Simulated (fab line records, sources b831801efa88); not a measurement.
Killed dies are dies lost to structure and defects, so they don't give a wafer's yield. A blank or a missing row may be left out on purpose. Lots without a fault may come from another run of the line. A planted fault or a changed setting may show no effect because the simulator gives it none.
fab line records | flow sky130 | part 2 of 2: steps 44 to 44 of 44
record lots=6 wafers=18 last_day=49
route steps=708 shown SONOS_TUNNEL@160 SONOS_ONO@168 GATE_OXIDE@187 PAD_OPEN@708
lots that met no fault: from a run of the same line without faults
start_h: hours from the record's first day to the start of the lot's first wafer shown | wait_h: hours since the lot's step before | " the same as in the row above | L1.1+2: a row that stands for several wafers | - no value, or no start given | * or withheld: withheld | < > ~ a bound
route shown NAME@n: a module of which the file shows steps, and the number in the route of the first | usual: mean/standard deviation of fault-free wafers | same: alike in all rows | chamber/n: place in a boat | sites: the reading at each site | _std_site: their standard deviation | _edge_site: outer sites' mean less inner sites' | radius_mm: how far each site lies from the wafer's centre | mask NAME#n: copy n | behind: the tool/chamber that last shaped the wafer | hold: why the lot was held/for how many hours/how that ended | device: the transistor (n, p or np) that didn't switch | end of line: the same wafers' tests at the end of the route | a step without rows: its recipe alone | killed: dies lost to structure and defects at the first sort, not the wafer's yield | map: a wafer's dies, x killed, . not, _ none there
set.NAME: the setting as run; set.NAME@STEP: as run at that earlier step | model.NAME: the simulator's own value behind a step, which no gauge read
lots at some steps of the route; a table a step, a row a wafer
services: from which hour (start_h, from the record's first day; less than 0 if before it) a tool's chamber was out of use, for how many hours, and why
## steps
# step SKY_PAD_OPEN_PROBE_99
# usual killed_at_M0_to_M3=43/6.3 killed_at_M4_up=3.1/1.9 killed_at_contacts=24/5.1 killed_at_front_end=14/4.3 killed_at_other=0.3/0.53 killed_dies=85/8.8 killed_open=46/7.1 killed_short=38/5.9
# same gross_dies=492 killed_at_back_side=0
# columns lot.wafer tool chamber start_h wait_h killed_at_M0_to_M3 killed_at_M4_up killed_at_contacts killed_at_front_end killed_at_other killed_dies killed_open killed_short model.etest.sonos_erased.drive_ua_um model.etest.sonos_uncharged.r_on_ohm_um model.etest.sonos_programmed.off_log10_a_um model.etest.cap_ono.gate_log10_a_cm2 model.etest.cap_ono.gate_bv_v model.etest.cap_ono.tox_acc_nm model.etest.sonos_programmed.vt_v model.etest.sonos_erased.vt_v
L922.1 prober-01 - 1073.83 0.1 46 0 28 17 0 91 59 30 177.1 810.9 -14.01 -8.13 16.34 13.05 1.377 -2.198
L922.2 prober-01 - 1073.88 0.1 41 8 20 16 0 85 45 40 188.2 798.7 -14.03 -8.054 16.51 12.98 1.419 -2.208
L922.6 prober-01 - 1074.08 0.2 43 1 22 8 0 74 43 29 172.7 804.2 -14.09 -8.09 16.8 13.04 1.423 -2.198
L928.2 prober-01 - 1108.49 0.1 39 4 32 13 0 88 49 39 186.2 804.5 -14.05 -7.759 16.04 12.72 1.543 -2.302
L928.4 prober-01 - 1108.59 0.2 42 4 25 8 2 81 42 39 196 809.3 -13.87 -7.983 16.37 12.92 1.49 -2.237
L928.6 prober-01 - 1108.69 0.2 45 3 38 10 0 96 47 49 183.1 811.7 -13.98 -7.704 16.28 12.71 1.544 -2.308
L931.2 prober-02 - 1127.59 0.1 35 5 28 13 0 81 40 40 223 818.7 -13.99 -7.765 16.53 12.78 1.52 -2.368
L931.3 prober-02 - 1127.64 0.2 46 5 27 9 0 87 55 32 219.8 795.1 -14.02 -8.03 16.57 12.94 1.446 -2.32
L931.5 prober-02 - 1127.74 0.2 44 4 35 24 0 107 67 40 211.5 792.4 -14.12 -7.995 16.33 12.95 1.429 -2.32
L934.1 prober-01 - 1145.45 0.1 38 4 27 13 0 82 51 31 175.9 809.6 -14.04 -7.914 16.12 12.9 1.495 -2.259
L934.3 prober-01 - 1145.55 0.2 46 2 23 10 0 81 40 41 215.4 809.6 -13.99 -7.992 16.45 12.9 1.477 -2.289
L934.6 prober-01 - 1145.70 0.2 54 3 29 9 0 95 50 45 184.2 784.3 -13.9 -7.933 16.49 12.9 1.498 -2.269
L938.2 prober-01 - 1167.22 0.1 44 2 21 13 0 80 42 38 88.59 861 -9.345 -9.824 17.67 14.4 0.5235 -1.41
L938.3 prober-01 - 1167.27 0.2 48 1 23 11 1 84 52 32 112.7 857.2 -10.95 -9.612 17.66 14.23 0.685 -1.567
L938.4 prober-01 - 1167.32 0.2 50 3 25 9 0 87 48 39 122.1 863 -10.11 -9.639 18.3 14.24 0.6171 -1.562
L939.2 prober-02 - 1172.60 0.1 42 1 28 20 1 92 44 48 101.1 849.7 -10.35 -9.694 18.13 14.23 0.6307 -1.516
L939.3 prober-02 - 1172.65 0.2 41 4 30 18 0 93 60 33 90.86 843.3 -10.05 -9.885 18.26 14.34 0.5896 -1.419
L939.4 prober-02 - 1172.70 0.2 45 3 26 14 0 88 48 40 101.8 850.7 -10.01 -9.85 18.24 14.33 0.5846 -1.482
# killed by level:class
L922.1 CONTACT:geometric_particle:open=12 VIA1:geometric_particle:open=11 LI_CONTACT:geometric_particle:open=9 VIA3:geometric_particle:open=9 FIELD_ISO:geometric_particle:open=6 LOCAL_INTERCONNECT:geometric_particle:short=6 METAL1:geometric_particle:short=6 VIA1:geometric_particle:short=6
L922.2 VIA1:geometric_particle:open=13 CONTACT:geometric_particle:open=9 FIELD_ISO:geometric_particle:short=6 CONTACT:geometric_particle:short=5 VIA2:geometric_particle:open=4 METAL1:geometric_particle:short=4 METAL2:geometric_particle:short=4 VIA3:geometric_particle:open=4
L922.6 VIA1:geometric_particle:open=17 CONTACT:geometric_particle:open=10 LI_CONTACT:geometric_particle:open=6 VIA1:geometric_particle:short=5 METAL2:geometric_particle:short=5 METAL1:geometric_particle:short=4 FIELD_ISO:geometric_particle:open=3 VIA3:geometric_particle:short=3
L928.2 CONTACT:geometric_particle:open=12 VIA1:geometric_particle:open=12 CONTACT:geometric_particle:short=9 VIA3:geometric_particle:open=7 LOCAL_INTERCONNECT:geometric_particle:short=6 METAL1:geometric_particle:short=5 VIA1:geometric_particle:short=4 FIELD_ISO:geometric_particle:short=3
L928.4 VIA1:geometric_particle:open=13 CONTACT:geometric_particle:open=9 CONTACT:geometric_particle:short=7 VIA1:geometric_particle:short=6 VIA3:geometric_particle:open=5 LI_CONTACT:geometric_particle:short=4 METAL2:geometric_particle:short=4 FIELD_ISO:geometric_particle:short=3
L928.6 LI_CONTACT:geometric_particle:open=17 VIA1:geometric_particle:open=9 VIA1:geometric_particle:short=9 LOCAL_INTERCONNECT:geometric_particle:short=8 METAL1:geometric_particle:short=7 CONTACT:geometric_particle:open=5 VIA2:geometric_particle:open=5 LI_CONTACT:geometric_particle:short=4
L931.2 VIA1:geometric_particle:open=10 CONTACT:geometric_particle:open=7 CONTACT:geometric_particle:short=7 LOCAL_INTERCONNECT:geometric_particle:short=6 LI_CONTACT:geometric_particle:open=5 VIA3:geometric_particle:open=5 FIELD_ISO:geometric_particle:short=4 POLY_GATE:geometric_particle:short=3
L931.3 VIA1:geometric_particle:open=17 LI_CONTACT:geometric_particle:open=10 VIA3:geometric_particle:open=8 CONTACT:geometric_particle:open=8 CONTACT:geometric_particle:short=5 METAL1:geometric_particle:short=5 METAL4:geometric_particle:short=4 FIELD_ISO:geometric_particle:open=3
L931.5 CONTACT:geometric_particle:open=13 VIA1:geometric_particle:open=12 LI_CONTACT:geometric_particle:open=10 FIELD_ISO:geometric_particle:open=8 CONTACT:geometric_particle:short=6 VIA2:geometric_particle:open=6 VIA3:geometric_particle:open=5 FIELD_ISO:geometric_particle:short=4
L934.1 CONTACT:geometric_particle:open=11 VIA2:geometric_particle:open=9 VIA1:geometric_particle:open=8 LI_CONTACT:geometric_particle:open=5 CONTACT:geometric_particle:short=5 POLY_GATE:geometric_particle:short=4 LOCAL_INTERCONNECT:geometric_particle:open=4 METAL1:geometric_particle:short=4
L934.3 VIA1:geometric_particle:open=13 VIA1:geometric_particle:short=8 LI_CONTACT:geometric_particle:open=6 LOCAL_INTERCONNECT:geometric_particle:short=6 CONTACT:geometric_particle:short=5 METAL1:geometric_particle:short=5 VIA2:geometric_particle:open=5 CONTACT:geometric_particle:open=4
L934.6 VIA1:geometric_particle:open=12 LI_CONTACT:geometric_particle:open=10 CONTACT:geometric_particle:open=10 METAL2:geometric_particle:short=8 METAL1:geometric_particle:short=7 VIA1:geometric_particle:short=6 VIA2:geometric_particle:open=6 CONTACT:geometric_particle:short=5
L938.2 METAL1:geometric_particle:short=7 FIELD_ISO:geometric_particle:open=6 CONTACT:geometric_particle:open=6 VIA1:geometric_particle:open=6 VIA2:geometric_particle:open=6 VIA3:geometric_particle:short=5 METAL2:geometric_particle:short=4 LI_CONTACT:geometric_particle:open=4
L938.3 LI_CONTACT:geometric_particle:open=10 VIA2:geometric_particle:open=10 CONTACT:geometric_particle:open=8 VIA1:geometric_particle:open=8 METAL1:geometric_particle:short=6 VIA3:geometric_particle:open=5 METAL2:geometric_particle:short=4 VIA2:geometric_particle:short=4
L938.4 VIA1:geometric_particle:open=12 LI_CONTACT:geometric_particle:open=10 CONTACT:geometric_particle:open=10 METAL1:geometric_particle:short=7 VIA3:geometric_particle:short=6 VIA2:geometric_particle:open=5 FIELD_ISO:geometric_particle:open=4 VIA1:geometric_particle:short=4
L939.2 VIA1:geometric_particle:open=14 CONTACT:geometric_particle:open=10 METAL1:geometric_particle:short=9 FIELD_ISO:geometric_particle:short=8 LI_CONTACT:geometric_particle:open=5 LOCAL_INTERCONNECT:geometric_particle:short=5 CONTACT:geometric_particle:short=5 POLY_GATE:geometric_particle:short=4
L939.3 CONTACT:geometric_particle:open=11 LI_CONTACT:geometric_particle:open=10 VIA1:geometric_particle:open=10 VIA3:geometric_particle:open=10 FIELD_ISO:geometric_particle:short=5 VIA1:geometric_particle:short=5 FIELD_ISO:geometric_particle:open=4 LOCAL_INTERCONNECT:geometric_particle:short=4
L939.4 VIA1:geometric_particle:open=11 VIA2:geometric_particle:open=9 VIA3:geometric_particle:open=7 LI_CONTACT:geometric_particle:open=7 CONTACT:geometric_particle:short=6 CONTACT:geometric_particle:open=5 LOCAL_INTERCONNECT:geometric_particle:short=4 VIA3:geometric_particle:short=4
## services
# columns tool chamber start_h hours kind
lpcvd-03 - 241.83 6.1 pm
wet_bench-03 - 242.91 3.0 repair
plasma_asher-01 - 248.62 2.9 repair
rie_diel-01 3 262.48 4.0 repair
rie_diel-01 0 265.71 2.5 repair
rie_diel-01 3 268.25 - clean
rie_diel-01 3 268.25 17.3 scheduled_down
rie_diel-01 3 268.25 17.3 vent_cycle
plasma_asher-03 - 298.60 0.9 repair
rie_diel-02 1 299.07 - clean
rie_diel-01 2 306.54 14.7 repair
rie_diel-04 2 329.10 2.6 repair
rie_diel-04 2 333.86 5.3 repair
rie_diel-02 1 344.45 3.3 repair
rie_diel-01 1 345.68 8.8 repair
rie_diel-01 0 347.75 2.7 repair
lpcvd-03 - 353.15 0.7 repair
rie_diel-04 0 389.34 9.8 repair
lpcvd-03 - 389.72 0.2 repair
rie_diel-02 1 392.43 5.8 repair
rie_diel-04 - 393.32 0.7 repair
plasma_asher-03 - 413.36 0.8 repair
wet_bench-03 - 429.15 2.5 repair
rie_diel-04 - 452.00 9.3 repair
## key
first_sign step=SKY_SONOS_ONO_THK_MEAS_05 reading=SONOS_ONO_CVD_04_THK direction=up sigmas=13 usual=5.73 struck=7.09
effect none on later readings
model_effect step=SKY_SONOS_ONO_CVD_04 value=SiO2_of_SONOS_ONO_CVD_04.thk_nm without=5.79 struck=7.096
model_effect step=SKY_GATE_OXIDE_CLEAN_15 value=SiO2_of_SONOS_ONO_CVD_04.thk_nm without=4.273 struck=5.578
model_effect step=SKY_PAD_OPEN_PROBE_99 value=etest.sonos_erased.drive_ua_um without=180.3 struck=102.8
met_at SKY_SONOS_ONO_CVD_04
struck_wafers L938.2,L938.3,L938.4,L939.2,L939.3,L939.4
tester_left_out L938,L939
onset_between 350.97 381.59
also_fits time
fault kind=process_parameter_drift tool=lpcvd-03 chamber=- onset_h=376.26 steps=SKY_SONOS_ONO_CVD_04 channel=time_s offset=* shape=step end_h=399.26 stated=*
# tester_left_out: of these lots the tester's yield and bins aren't shown, on N5 and GAA mostly nor the transistor test; their killed dies are dies lost to structure and defects alone, not to doping, threshold or leakage, so they don't give the yield
